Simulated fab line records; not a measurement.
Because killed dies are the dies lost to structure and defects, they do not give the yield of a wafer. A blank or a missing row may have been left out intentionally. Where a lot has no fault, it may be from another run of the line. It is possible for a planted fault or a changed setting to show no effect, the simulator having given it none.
fab line records	flow gf180mcu
record: lots: 5	wafers: 15	lastDay: 33
route steps=602 shown PASSIVATION@590
lots untouched by any fault: they come from a run of this same line in which no faults occurred
startH: hours from the record's opening day to when the first of the lot's shown wafers began	waitH: hours from the lot's prior step to this one	" identical to the entry in the row above	L1.1+2: several wafers, shown together as one row	- no value, or no start was given	* or withheld: withheld	< > ~ a bound
route shown NAME@n: NAME is a module with steps in the file, n the number in the route of the first one	usual: mean/standard deviation of fault-free wafers	same: alike in all rows	chamber/n: place in a boat	sites: per-site readings	_std_site: how widely they spread, as a standard deviation	_edge_site: the outer-site mean with the inner-site mean subtracted	radiusMm: for every site, how far away it sits from the centre of the wafer	mask NAME#n: copy n	behind: the most recent tool/chamber to have shaped the wafer	hold: why the lot went on hold/how many hours it stayed there/how the hold came to an end	device: which transistor (n, p or np) failed to switch	end of line: the same wafers' tests at the end of the route	where a step has no rows: the recipe by itself	killed: dies lost to structure and defects at the first sort, not the wafer's yield	map: the dies of a wafer, with x for killed, . for not killed, _ for no die there
set.NAME: the setting as run; set.NAME@STEP: as run at that earlier step	model.NAME: the simulator's own value behind a step, which no gauge read
a table for each step, a row for each wafer; lots at some steps of the route
services: a tool's chamber out of use, with start hour (startH, from the record's first day; less than 0 if before it), hours out, and reason
== steps ==
step: GF_PASSIVATION_THK_MEAS_03
recipe: reads: Si3N4_of_PASSIVATION_CVD_02
usual: PASSIVATION_CVD_02_THK: 706/9.3
lot.wafer	tool	chamber	startH	waitH	PASSIVATION_CVD_02_THK[nm]
L074.1	filmMetro-04	-	646.06	0.1	689
L074.3	"	-	"	"	700
L074.5	"	-	"	"	708
L076.3	filmMetro-02	-	664.66	0.2	713
L076.4	"	-	"	"	714
L076.5	"	-	"	"	717
L086.1	filmMetro-04	-	737.26	0.1	711
L086.4	"	-	"	"	715
L086.5	"	-	"	"	709
L090.2	filmMetro-04	-	761.16	0.2	711
L090.4	"	-	"	"	706
L090.5	"	-	"	"	707
L094.1	filmMetro-01	-	785.83	0.1	695
L094.3	"	-	"	"	711
L094.5	"	-	"	"	714
step: GF_PASSIVATION_DEHYDRATE_04
recipe: tempC: 200	timeS: 60
usual: heaterPowerTotalW: 160.36/0.13	plateTempC: 199.98/0.17
lot.wafer	tool	chamber	startH	waitH	heaterPowerTotalW	plateTempC
L074.1	lithoTrack-04	0	655.40	9.3	160.34	199.92
L074.3	"	0	"	"	160.43	199.81
L074.5	"	0	"	"	160.34	199.80
L076.3	lithoTrack-04	0	674.30	9.6	160.27	200.16
L076.4	"	0	"	"	160.36	200.22
L076.5	"	0	"	"	160.55	200.20
L086.1	lithoTrack-01	0	744.86	7.6	160.51	199.70
L086.4	"	0	"	"	160.31	199.79
L086.5	"	0	"	"	160.20	199.92
L090.2	lithoTrack-01	0	768.78	7.6	160.61	199.83
L090.4	"	0	"	"	160.54	199.91
L090.5	"	0	"	"	160.39	199.97
L094.1	lithoTrack-01	0	793.06	7.2	160.51	199.93
L094.3	"	0	"	"	160.15	200.20
L094.5	"	0	"	"	160.36	199.92
step: GF_PASSIVATION_HMDS_05
recipe: primeTimeS: 60	primeTempC: 120
lot.wafer	tool	chamber	startH	waitH
L074.1+3+5	lithoTrack-04	0	655.55	0.1
L076.3+4+5	lithoTrack-04	0	674.45	0.1
L086.1+4+5	lithoTrack-01	0	745.01	0.1
L090.2+4+5	lithoTrack-01	0	768.93	0.1
L094.1+3+5	lithoTrack-01	0	793.21	0.1
step: GF_PASSIVATION_COAT_06
recipe: spinRpm: 2000	resistThkNm: 4000
usual: spinSpeedRpm: 1999.9/1.5
lot.wafer	tool	chamber	startH	waitH	spinSpeedRpm
L074.1	lithoTrack-04	0	655.70	0.1	1999.8
L074.3	"	0	"	"	1997.2
L074.5	"	0	"	"	1998.3
L076.3	lithoTrack-04	0	674.60	0.1	1998.2
L076.4	"	0	"	"	2000.5
L076.5	"	0	"	"	1999.5
L086.1	lithoTrack-01	0	745.16	0.1	1999.2
L086.4	"	0	"	"	1998.9
L086.5	"	0	"	"	2000.8
L090.2	lithoTrack-01	0	769.08	0.1	2000.3
L090.4	"	0	"	"	1999.1
L090.5	"	0	"	"	2002.1
L094.1	lithoTrack-01	0	793.36	0.1	2000.9
L094.3	"	0	"	"	2002.4
L094.5	"	0	"	"	2003.1
step: GF_PASSIVATION_SOFTBAKE_07
recipe: tempC: 110	timeS: withheld
usual: heaterPowerTotalW: 65.31/0.14	plateTempC: 109.98/0.15
lot.wafer	tool	chamber	startH	waitH	heaterPowerTotalW	plateTempC
L074.1	lithoTrack-04	0	655.85	0.1	65.19	109.92
L074.3	"	0	"	"	65.52	109.86
L074.5	"	0	"	"	65.18	110.15
L076.3	lithoTrack-04	0	674.76	0.1	65.44	110.00
L076.4	"	0	"	"	65.53	110.15
L076.5	"	0	"	"	65.25	110.05
L086.1	lithoTrack-01	0	745.31	0.1	65.15	109.92
L086.4	"	0	"	"	65.15	110.15
L086.5	"	0	"	"	65.27	109.97
L090.2	lithoTrack-01	0	769.24	0.1	65.29	109.61
L090.4	"	0	"	"	65.51	109.91
L090.5	"	0	"	"	65.56	110.04
L094.1	lithoTrack-01	0	793.51	0.1	65.26	109.88
L094.3	"	0	"	"	65.25	109.67
L094.5	"	0	"	"	65.50	109.65
step: GF_PASSIVATION_EXPOSE_08
recipe: maskId: Pad	targetCdNm: 40000	na: 0.57	doseMj: 310
lot.wafer	tool	chamber	startH	waitH	mask
L074.1+3+5	ilineStepper-02	0	-	-	Pad#0
L076.3+4+5	ilineStepper-01	0	-	-	Pad#0
L086.1+4+5	ilineStepper-01	0	-	-	Pad#0
L090.2+4+5	ilineStepper-01	0	-	-	Pad#0
L094.1+3+5	ilineStepper-02	0	-	-	Pad#0
step: GF_PASSIVATION_PEB_09
recipe: tempC: 115	timeS: withheld
usual: heaterPowerTotalW: 69.34/0.13	plateTempC: 115.00/0.13
lot.wafer	tool	chamber	startH	waitH	heaterPowerTotalW	plateTempC
L074.1	lithoTrack-04	0	-	-	69.43	115.10
L074.3	"	0	"	"	69.42	114.99
L074.5	"	0	"	"	69.10	114.84
L076.3	lithoTrack-01	0	-	-	69.28	115.22
L076.4	"	0	"	"	69.30	115.15
L076.5	"	0	"	"	69.53	115.17
L086.1	lithoTrack-03	0	-	-	69.34	115.16
L086.4	"	0	"	"	69.52	114.81
L086.5	"	0	"	"	69.25	114.91
L090.2	lithoTrack-01	0	-	-	69.46	114.88
L090.4	"	0	"	"	69.30	114.92
L090.5	"	0	"	"	69.15	114.79
L094.1	lithoTrack-03	0	-	-	69.23	115.19
L094.3	"	0	"	"	69.23	115.30
L094.5	"	0	"	"	69.13	115.08
step: GF_PASSIVATION_DEVELOP_10
recipe: developTimeS: 60	devTempC: 23
same: developTimeS: 60
lot.wafer	tool	chamber	startH	waitH
L074.1+3+5	lithoTrack-04	0	-	-
L076.3+4+5	lithoTrack-01	0	-	-
L086.1+4+5	lithoTrack-03	0	-	-
L090.2+4+5	lithoTrack-01	0	-	-
L094.1+3+5	lithoTrack-03	0	-	-
step: GF_PASSIVATION_ETCH_11
recipe: chemistry: CF4/O2	targetDepthNm: 1800	stopOn: TiN	sourceW: 800	biasW: 150	pressureMtorr: 150	cf4FlowSccm: 80	O2_flow_sccm: 10	timeS: 400
usual: drypumpMotorCurrentA: 5.9/0.64	oesProductAu: 0.964/0.007	throttleValvePct: 5.961/0.0092
lot.wafer	tool	chamber	startH	waitH	drypumpMotorCurrentA	oesProductAu	rfHoursCounterH	throttleValvePct
L074.1	rieDiel-01	0	665.25	-	5.4	0.965	66	5.956
L074.3	"	3	"	"	6.5	0.955	15	5.965
L074.5	"	2	"	"	6.2	0.966	-	5.973
L076.3	rieDiel-02	3	684.13	-	5.8	0.969	-	5.951
L076.4	"	0	"	"	5.7	0.957	-	5.960
L076.5	"	3	"	"	5.8	0.971	-	5.971
L086.1	rieDiel-01	2	753.86	-	6.2	0.970	19	5.951
L086.4	"	0	"	"	5.4	0.976	1	5.941
L086.5	"	3	"	"	6.6	0.964	-	5.971
L090.2	rieDiel-02	2	777.26	-	5.0	0.955	18	5.960
L090.4	"	1	"	"	4.7	0.978	3	5.954
L090.5	"	1	"	"	4.7	0.973	-	5.951
L094.1	rieDiel-02	2	801.36	-	5.0	0.959	19	5.975
L094.3	"	3	"	"	5.7	0.958	12	5.956
L094.5	"	1	"	"	4.7	0.963	-	5.959
step: GF_PASSIVATION_STRIP_12
recipe: chemistry: O2/N2	powerW: 1400	pressureMtorr: 1500	platenTempC: 250	o2FlowSccm: 3000	n2FlowSccm: 300	overashFraction: 0.5
usual: drypumpMotorCurrentA: 5.7/0.46	heaterPowerW: 354/37	oesProductAu: 0.719/0.0042	stripTimeToEndpointS: 34.72/0.22
same: overashFraction: 0.5
lot.wafer	tool	chamber	startH	waitH	drypumpMotorCurrentA	heaterPowerW	oesProductAu	rfHoursCounterH	stripTimeToEndpointS
L074.1	plasmaAsher-01	0	665.49	0.1	5.5	360	0.715	91	34.29
L074.3	"	0	"	"	5.5	371	0.722	-	34.80
L074.5	"	0	"	"	5.5	362	0.719	-	34.41
L076.3	plasmaAsher-03	1	684.40	0.2	6.3	404	0.718	-	34.49
L076.4	"	0	"	"	5.3	338	0.723	-	34.66
L076.5	"	0	"	"	5.3	335	0.720	-	34.72
L086.1	plasmaAsher-01	0	754.10	0.1	5.5	374	0.716	99	34.62
L086.4	"	1	"	"	5.7	309	0.729	-	34.45
L086.5	"	0	"	"	5.5	381	0.725	-	34.76
L090.2	plasmaAsher-03	1	777.49	0.1	6.3	404	0.721	70	34.85
L090.4	"	0	"	"	5.3	334	0.724	-	34.66
L090.5	"	0	"	"	5.3	339	0.723	-	34.70
L094.1	plasmaAsher-03	0	801.60	0.1	5.3	341	0.716	72	35.01
L094.3	"	1	"	"	6.3	414	0.728	-	34.84
L094.5	"	1	"	"	6.3	413	0.727	-	34.91
step: GF_PASSIVATION_ANNEAL_13
recipe: tempC: 400	timeS: 1800	ambient: N2/H2	idleTempC: 300	rampUpCPerMin: 10	rampDownCPerMin: 3
usual: rampDownCPerMin: 3.0000/0.00055
lot.wafer	tool	chamber	startH	waitH	rampDownCPerMin
L074.1	furnace-01	0	665.59	0.1	2.9997
L074.3	"	0	"	"	3.0007
L074.5	"	0	"	"	2.9999
L076.3	furnace-02	0	684.47	0.0	3.0003
L076.4	"	0	"	"	2.9998
L076.5	"	0	"	"	2.9988
L086.1	furnace-02	0	754.20	0.1	2.9997
L086.4	"	0	"	"	2.9992
L086.5	"	0	"	"	3.0002
L090.2	furnace-02	0	777.59	0.1	3.0001
L090.4	"	0	"	"	3.0006
L090.5	"	0	"	"	2.9994
L094.1	furnace-02	0	801.70	0.1	2.9996
L094.3	"	0	"	"	3.0000
L094.5	"	0	"	"	3.0007
step: GF_PASSIVATION_BOW_MEAS_14
recipe: mode: bow
usual: PASSIVATION_BOW: 136/11
lot.wafer	tool	chamber	startH	waitH	PASSIVATION_BOW[um]
L074.1	filmMetro-02	-	667.09	0.0	118
L074.3	"	-	"	"	127
L074.5	"	-	"	"	126
L076.3	filmMetro-04	-	686.01	0.0	126
L076.4	"	-	"	"	139
L076.5	"	-	"	"	132
L086.1	filmMetro-02	-	755.70	0.0	140
L086.4	"	-	"	"	136
L086.5	"	-	"	"	137
L090.2	filmMetro-04	-	779.11	0.0	118
L090.4	"	-	"	"	130
L090.5	"	-	"	"	131
L094.1	filmMetro-04	-	803.20	0.0	134
L094.3	"	-	"	"	125
L094.5	"	-	"	"	120
== services ==
tool	chamber	startH	hours	kind
ilineStepper-02	-	636.63	13.1	repair
ilineStepper-01	0	639.46	-	calibration
rieDiel-02	2	640.51	43.9	repair
ilineStepper-01	-	642.79	-	calibration
rieDiel-02	0	645.03	1.5	repair
ilineStepper-02	-	649.75	1.7	pm
ilineStepper-01	-	659.69	4.4	pm
furnace-02	-	669.88	3.4	pm
rieDiel-01	0	676.42	3.7	repair
rieDiel-02	1	683.94	2.8	repair
furnace-01	-	685.49	3.3	pm
rieDiel-02	1	686.71	-	clean
ilineStepper-01	-	693.18	1.7	pm
rieDiel-01	0	694.34	4.6	repair
plasmaAsher-01	-	695.10	1.7	repair
furnace-02	-	702.63	3.3	pm
furnace-02	-	705.49	9.9	repair
ilineStepper-01	-	709.62	4.8	repair
rieDiel-01	-	716.01	3.1	repair
plasmaAsher-01	-	729.25	14.6	pm
rieDiel-01	0	736.75	3.9	repair
rieDiel-02	3	749.48	6.6	repair
rieDiel-01	-	761.30	0.4	repair
furnace-01	-	764.94	3.2	pm
== key ==
fault none
